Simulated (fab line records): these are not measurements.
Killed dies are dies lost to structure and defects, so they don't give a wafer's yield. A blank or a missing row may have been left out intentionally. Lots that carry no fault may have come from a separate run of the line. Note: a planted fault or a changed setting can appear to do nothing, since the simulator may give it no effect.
A struck lot beside a sound one -- flow sfq-line -- 42 steps out of a route of 325
Sound: wafers L703.1, L703.3, L703.4. Struck: wafers L716.2, L716.3 (left out: L716.4, a lot-mate that was not struck); the cause follows at the end.
At each step with rows: each side's tool, then ch and its chambers, then its first start. Under that, the readings that differ: sound wafers -- struck wafers -- difference of the means -- sigmas: that difference in standard deviations of wafers without a fault.
alike: same words and numbers on both sides, and readings whose means sit less than 2 such deviations apart. not compared: any withheld reading, any reading some wafer has no value for, any bound like >300 that may hide the same value, and any number with overlapping values for which the record gives no deviation.
Wherever a step has rows on one side only, a row that says differs or no value, or a row with sigmas, the two part there. When numbers do not overlap yet have no deviation, they are printed without sigmas and do not part them. A reading that every wafer of one side lacks parts them only if that side has two wafers or more.

first, 6 steps without rows for these wafers: SFQ_TRILAYER_L0_VIA_LITHO_COAT_018 (resist thk 62 nm); SFQ_TRILAYER_L0_VIA_LITHO_COAT_013 (resist thk 650 nm); SFQ_TRILAYER_L0_VIA_LITHO_SOFTBAKE_017; SFQ_TRILAYER_L0_VIA_LITHO_EXPOSE_014 (exposes mask L0V, target cd 700 nm); SFQ_TRILAYER_L0_VIA_LITHO_PEB_016 (peb time 60 s); SFQ_TRILAYER_L0_VIA_LITHO_DEVELOP_015 (time 60 s).
SFQ_L0V_OVL_MEAS_903:
  sound on overlay-02, day 7 14:16; struck on overlay-01, day 10 16:19
  alike: L0V_OVL
SFQ_TRILAYER_L0_VIA_BARC_OPEN_VIA_ETCH_021: etches BARC in O2, target depth 125 nm, time 41.7 s.
  sound on rie-diel-04 ch 0,2, day 7 14:18; struck on rie-diel-02 ch 1,3, day 10 16:20
  alike: bias-w, drypump-motor-current-A, oes-product-au
  not compared: rf-hours-counter-h
then, 4 steps without rows for these wafers: SFQ_TRILAYER_L0_VIA_ETCH_VIA_ETCH_016 (etches SiO2 in CHF3, stops on MoNx KI, target depth 80 nm); SFQ_TRILAYER_L0_VIA_STRIP_STRIP_017 (strips in O2); SFQ_TRILAYER_L0_VIA_STRIP_SOLV_CLEAN_018 (cleans in NMP, time 600 s); SFQ_TRILAYER_M0_DEP_PRE_CLEAN_020 (time 15 s).
SFQ_TRILAYER_M0_DEP_SPUTTER_019: material Nb, target thk 200 nm, time 133.3 s.
  sound on pvd-sputter-06, day 7 15:11; struck on pvd-sputter-06, day 10 17:14
reading,sound,struck,difference,sigmas
model.Nb_of_TRILAYER_M0_DEP_SPUTTER_019.thk-nm (nm),197.8 197.5 197.6,87.04 85.47,-111.38,
  alike: chamber-pressure-pa, throttle-valve-pct
SFQ_M0_RS_MEAS_904: measures by four-point-probe.
  sound on film-metro-03, day 7 15:16; struck on film-metro-02, day 10 17:20
reading,sound,struck,difference,sigmas
M0_NB_RS (ohm/sq),0.899 0.901 0.902,2.079 2.113,+1.195,+99 or more
then, 6 steps without rows for these wafers: SFQ_TRILAYER_M0_LITHO_COAT_026 (resist thk 62 nm); SFQ_TRILAYER_M0_LITHO_COAT_021 (resist thk 600 nm); SFQ_TRILAYER_M0_LITHO_SOFTBAKE_025; SFQ_TRILAYER_M0_LITHO_EXPOSE_022 (exposes mask M0, target cd 500 nm); SFQ_TRILAYER_M0_LITHO_PEB_024 (peb time 60 s); SFQ_TRILAYER_M0_LITHO_DEVELOP_023 (time 60 s).
SFQ_M0_OVL_MEAS_906:
  sound on overlay-01, day 8 11:40; struck on overlay-01, day 10 19:45
reading,sound,struck,difference,sigmas
M0_OVL (nm),-4 -7 0,12 8,+14,+3
then, 1 step without rows for these wafers: SFQ_TRILAYER_M0_BARC_OPEN_METAL_ETCH_031 (etches BARC in O2, target depth 125 nm, time 41.7 s).
SFQ_TRILAYER_M0_ETCH_METAL_ETCH_024: etches Nb in Cl2/Ar, stops on SiO2, target depth 240 nm, time 120 s.
  sound on rie-metal-04 ch 0,1, day 8 11:45; struck on rie-metal-03 ch 1, day 10 19:50
reading,sound,struck,difference,sigmas
oes-product-au (a.u.),0.888 0.880 0.893,0.595 0.600,-0.290,-42
  alike: bias-w, drypump-motor-current-A, he-backside-leak-sccm
  not compared: rf-hours-counter-h
SFQ_TRILAYER_M0_STRIP_STRIP_025: strips in O2.
  sound on rie-metal-04 ch 0,1, day 8 11:53; struck on rie-metal-03 ch 1, day 10 19:58
  alike: drypump-motor-current-A, he-backside-leak-sccm, oes-product-au
  not compared: rf-hours-counter-h
then, 2 steps without rows for these wafers: SFQ_TRILAYER_M0_STRIP_SOLV_CLEAN_026 (cleans in NMP, time 600 s); SFQ_TRILAYER_I0_DEP_PECVD_027 (deposits SiO2 from SiH4/N2O, time 111.11 s, target thk 500 nm).
SFQ_TRILAYER_I0_CMP_CMP_028: polishes SiO2.
  sound on cmp-02 ch 0,1,2, day 8 21:13; struck on cmp-02 ch 0,2, day 11 04:56
  alike: motor-current-A, time-to-endpoint-s
SFQ_I0_BOW_MEAS_907:
  sound on film-metro-04, day 9 00:13; struck on film-metro-04, day 11 07:27
  alike: I0_BOW
SFQ_TRILAYER_I0_METRO_MEASURE_029:
  sound on film-metro-04, day 9 00:20; struck on film-metro-04, day 11 07:45
  alike: thk-nm
then, 6 steps without rows for these wafers: SFQ_TRILAYER_I0_VIA_LITHO_COAT_036 (resist thk 62 nm); SFQ_TRILAYER_I0_VIA_LITHO_COAT_031 (resist thk 650 nm); SFQ_TRILAYER_I0_VIA_LITHO_SOFTBAKE_035; SFQ_TRILAYER_I0_VIA_LITHO_EXPOSE_032 (exposes mask I0, target cd 500 nm); SFQ_TRILAYER_I0_VIA_LITHO_PEB_034 (peb time 60 s); SFQ_TRILAYER_I0_VIA_LITHO_DEVELOP_033 (time 60 s).
-- the record jumps here: 4 days lie between the struck wafers' starts before and after --
SFQ_I0_OVL_MEAS_908:
  sound on overlay-01, day 12 21:53; struck on overlay-02, day 15 18:58
  alike: I0_OVL
then, 2 steps without rows for these wafers: SFQ_TRILAYER_I0_VIA_BARC_OPEN_VIA_ETCH_046 (etches BARC in O2, target depth 125 nm, time 41.7 s); SFQ_TRILAYER_I0_VIA_ETCH_VIA_ETCH_034 (etches SiO2 in CHF3, stops on Nb, target depth 260 nm).
SFQ_TRILAYER_I0_VIA_STRIP_STRIP_035: strips in O2.
  sound on rie-metal-03 ch 0,1, day 12 22:05; struck on rie-metal-02 ch 0, day 15 19:09
reading,sound,struck,difference,sigmas
drypump-motor-current-A (A),5.0 5.9 5.0,6.6 6.6,+1.3,+2
  alike: he-backside-leak-sccm, oes-product-au
  not compared: rf-hours-counter-h
then, 2 steps without rows for these wafers: SFQ_TRILAYER_I0_VIA_STRIP_SOLV_CLEAN_036 (cleans in NMP, time 600 s); SFQ_TRILAYER_M1_DEP_PRE_CLEAN_038 (time 22.5 s).
-- the record jumps here: 65 days lie between the struck wafers' starts before and after --
SFQ_M8_BOW_MEAS_951:
  sound on film-metro-03, day 71 11:52; struck on film-metro-03, day 80 10:55
reading,sound,struck,difference,sigmas
model.etest.m0.ohm-um,1.794 1.792 1.792,4.085 4.166,+2.333,
model.etest.i0.link-ohm,1.984 1.978 1.977,3.103 3.149,+1.146,
model.etest.m0.ohm-sq,0.9 0.9012 0.901,2.045 2.083,+1.163,
  alike: M8_BOW
  not compared: model.etest.l0v.link-ohm

## WHERE THEY PART
Earliest at SFQ_M0_RS_MEAS_904; latest, in this record, at SFQ_TRILAYER_I0_VIA_STRIP_STRIP_035. Later steps at which nothing parts them and some readings are alike: SFQ_M8_BOW_MEAS_951.

WHY: the cause the simulator had injected
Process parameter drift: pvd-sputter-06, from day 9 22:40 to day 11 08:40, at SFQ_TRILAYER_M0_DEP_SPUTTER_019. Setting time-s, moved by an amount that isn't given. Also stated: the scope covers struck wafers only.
